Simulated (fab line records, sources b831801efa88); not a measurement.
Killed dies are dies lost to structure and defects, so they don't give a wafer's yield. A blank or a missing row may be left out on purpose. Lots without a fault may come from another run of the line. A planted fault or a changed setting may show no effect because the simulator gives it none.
Which tool did it? | flow sky130 | 12 lots, 36 wafers sampled, at 1 step of a route of 708

WHAT THE GAUGES READ, wafer by wafer
SKY_VIA3_RS_MEAS_22: measures by four-point-probe. Usual: VIA3_W_RS 0.2944 ohm/sq, standard deviation 0.0028.
lot  | measured     | on            | VIA3_W_RS (ohm/sq)   | flag
L511 | day 39 16:32 | film_metro-02 | 0.2957 0.2931 0.2936 |
L514 | day 40 12:01 | film_metro-04 | 0.2965 0.2972 0.2991 |
L515 | day 42 05:07 | film_metro-02 | 0.2924 0.2955 0.2914 |
L517 | day 42 05:59 | film_metro-03 | 0.2928 0.2941 0.2941 |
L518 | day 42 08:13 | film_metro-03 | 0.2940 0.2923 0.2956 |
L520 | day 42 10:10 | film_metro-04 | 0.2927 0.2945 0.2935 |
L525 | day 44 15:43 | film_metro-03 | 0.2976 0.2937 0.2933 |
L528 | day 45 06:49 | film_metro-03 | 0.2983 0.2944 0.2973 |
L527 | day 45 08:19 | film_metro-02 | 0.2916 0.2959 0.2969 |
L526 | day 45 08:58 | film_metro-02 | 0.2959 0.2980 0.2976 |
L529 | day 45 15:23 | film_metro-02 | 0.2958 0.2940 0.2925 |
L533 | day 46 19:08 | film_metro-02 | 0.2853 0.2858 0.2882 |

WHICH TOOL RAN EACH LOT (tool, then ch and the chambers of the sampled wafers, then the start)
The record holds no process step before these readings.

WHAT THE TOOLS THEMSELVES READ (means of the sampled wafers that have a number; where no wafer has one, the mark that the record gives instead)
The record holds no such reading with a usual standard deviation.

THE ANSWER, worked out from the rows above alone
Rule: a lot is off if the mean of its wafers that have a number lies more than 3 standard deviations from the usual mean. A lot without any number at a reading at which 4 lots or more have one is off too. The other lots that the step has rows for count as sound. The gauges are gone through in route order, then the tools' own readings, and for those a lot's mean is taken as printed above. The first step at which some lot is off is used, and at that step the reading that is off furthest; a lot without a number counts as furthest.
No lot is off at any reading shown: from this, nothing can be told.

WHAT THE SIMULATOR HAD PUT IN
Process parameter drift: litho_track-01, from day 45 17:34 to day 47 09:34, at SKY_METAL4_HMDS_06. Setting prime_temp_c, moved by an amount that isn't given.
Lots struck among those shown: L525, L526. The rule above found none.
